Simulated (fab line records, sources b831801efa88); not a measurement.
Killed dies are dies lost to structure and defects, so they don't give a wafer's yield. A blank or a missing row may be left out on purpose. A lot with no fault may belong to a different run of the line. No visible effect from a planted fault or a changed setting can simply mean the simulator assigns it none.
The tool behind it: which one? | flow sky130 | 10 lots, 30 wafers sampled, at 1 step of a route of 708

WHAT THE GAUGES READ, wafer by wafer
SKY_CONTACT_THK_MEAS_26: measures by xrf.
lot  | measured     | on            | CONTACT_W_THK (nm)
L682 | day 33 09:17 | film metro-02 | 330 327 329
L687 | day 35 05:43 | film metro-02 | 332 319 331
L688 | day 35 16:48 | film metro-01 | 334 337 332
L690 | day 35 19:00 | film metro-03 | 334 334 334
L689 | day 35 21:43 | film metro-03 | 325 330 327
L693 | day 36 16:37 | film metro-03 | 343 327 328
L698 | day 37 20:41 | film metro-03 | 331 335 333
L697 | day 37 22:42 | film metro-02 | 330 329 329
L699 | day 38 09:55 | film metro-02 | 327 325 326
L700 | day 38 11:33 | film metro-01 | 334 328 338

WHICH TOOL RAN EACH LOT (tool, then ch and the chambers of the sampled wafers, then the start)
The record holds no process step before these readings.

THE ANSWER, worked out from the rows above alone
Rule: the usual values come from the lots themselves. Put in order of their means at a reading, lots are off if they are a third of the lots or fewer, leave a main group of 4 or more, and stand apart from it by a gap of 3 or more times the standard deviation of the main group's means; of several such gaps the widest counts. A main group whose means are all the same, to the digits that the tables above print for the reading, isn't used. A lot without any number at a reading at which 4 lots or more have one is off too. Any other lot the step has rows for is counted as sound.
Nothing can be told from this: no lot is off at any reading shown.

WHAT THE SIMULATOR HAD PUT IN
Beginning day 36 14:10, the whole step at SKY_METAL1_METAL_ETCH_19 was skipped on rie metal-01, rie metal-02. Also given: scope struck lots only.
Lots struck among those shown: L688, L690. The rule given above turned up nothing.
